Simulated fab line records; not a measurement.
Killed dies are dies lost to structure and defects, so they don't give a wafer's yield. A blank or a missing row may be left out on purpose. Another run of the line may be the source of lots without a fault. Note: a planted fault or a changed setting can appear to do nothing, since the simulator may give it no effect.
What tool caused it? ; flow gf180mcu ; 33 wafers from 11 lots sampled at 3 of the route's 602 steps

## WHAT THE GAUGES READ, wafer by wafer
GF_M3_THK_MEAS_06: measures by xrf.
lot;measured;on;M3_ALCU_THK (nm)
L793;day 19 19:31;film_metro-02;454 452 455
L794;day 21 04:51;film_metro-03;453 460 465
L799;day 23 07:25;film_metro-01;441 440 453
L801;day 23 18:41;film_metro-03;447 453 455
L803;day 24 15:34;film_metro-03;465 454 455
L806;day 25 02:12;film_metro-01;436 447 442
L805;day 25 05:22;film_metro-01;436 444 449
L807;day 25 21:04;film_metro-02;452 448 455
L808;day 26 06:45;film_metro-02;448 443 441
L813;day 27 07:44;film_metro-03;458 460 459
L814;day 27 18:05;film_metro-02;451 449 453

## WHICH TOOL RAN EACH LOT (tool, then ch and the chambers of the sampled wafers, then the start)
lot;GF_V2_STRIP_18;GF_M3_SPUTTER_04
L793;plasma_asher-03 ch 0,1, day 19 17:58;pvd_sputter-01, day 19 19:22
L794;plasma_asher-01 ch 0,1, day 21 03:16;pvd_sputter-03, day 21 04:41
L799;plasma_asher-01 ch 0,1, day 23 05:49;pvd_sputter-01, day 23 07:16
L801;plasma_asher-04 ch 0,1, day 23 17:06;pvd_sputter-01, day 23 18:31
L803;plasma_asher-03 ch 0,1, day 24 13:56;pvd_sputter-01, day 24 15:23
L806;plasma_asher-01 ch 0,1, day 25 00:34;pvd_sputter-03, day 25 02:02
L805;plasma_asher-03 ch 0,1, day 25 03:45;pvd_sputter-01, day 25 05:10
L807;plasma_asher-04 ch 0, day 25 19:28;pvd_sputter-02, day 25 20:54
L808;plasma_asher-01 ch 0,1, day 26 05:10;pvd_sputter-01, day 26 06:35
L813;plasma_asher-04 ch 0,1, day 27 06:07;pvd_sputter-01, day 27 07:35
L814;plasma_asher-04 ch 0,1, day 27 16:25;pvd_sputter-01, day 27 17:55
- GF_V2_STRIP_18: strips in O2/N2.
- GF_M3_SPUTTER_04: material TiN, target thk 50 nm, time 41.7 s.

## WHAT THE TOOLS THEMSELVES READ (means of the sampled wafers that have a number; where no wafer has one, the mark that the record gives instead)
GF_V2_STRIP_18.
lot;tool;drypump_motor_current_A (A);heater_power_w (W);n2_flow_sccm (sccm);oes_product_au (a.u.)
L793;plasma_asher-03;6.6;333;299.3;0.593
L794;plasma_asher-01;6.2;331;300.9;0.592
L799;plasma_asher-01;6.2;329;299.1;0.586
L801;plasma_asher-04;6.0;370;300.5;0.596
L803;plasma_asher-03;6.7;325;299.5;0.593
L806;plasma_asher-01;6.3;340;300.0;0.597
L805;plasma_asher-03;6.6;325;300.2;0.593
L807;plasma_asher-04;5.3;331;300.4;0.592
L808;plasma_asher-01;6.2;340;300.1;0.590
L813;plasma_asher-04;5.7;344;301.2;0.591
L814;plasma_asher-04;5.7;351;300.1;0.591

GF_M3_SPUTTER_04.
lot;tool;throttle_valve_pct (%)
L793;pvd_sputter-01;29.9
L794;pvd_sputter-03;28.7
L799;pvd_sputter-01;30.0
L801;pvd_sputter-01;29.2
L803;pvd_sputter-01;30.0
L806;pvd_sputter-03;29.4
L805;pvd_sputter-01;29.5
L807;pvd_sputter-02;29.9
L808;pvd_sputter-01;30.1
L813;pvd_sputter-01;29.9
L814;pvd_sputter-01;29.8

## THE ANSWER, worked out from the rows above alone
Rule: the usual values come from the lots themselves. Put in order of their means at a reading, lots are off if they are a third of the lots or fewer, leave a main group of 4 or more, and stand apart from it by a gap of 3 or more times the standard deviation of the main group's means; of several such gaps the widest counts. Not used: any main group whose means are identical at the precision the tables above print for the reading. A lot without any number at a reading at which 4 lots or more have one is off too. Any other lot the step has rows for is counted as sound. The gauges are gone through in route order, then the tools' own readings, and for those a lot's mean is taken as printed above. At the first step where some lot is off, the reading lying furthest off is the one used; lots without a number count as furthest.
No lot is off on any of the readings shown, so nothing can be concluded from this.

## WHAT THE SIMULATOR HAD PUT IN
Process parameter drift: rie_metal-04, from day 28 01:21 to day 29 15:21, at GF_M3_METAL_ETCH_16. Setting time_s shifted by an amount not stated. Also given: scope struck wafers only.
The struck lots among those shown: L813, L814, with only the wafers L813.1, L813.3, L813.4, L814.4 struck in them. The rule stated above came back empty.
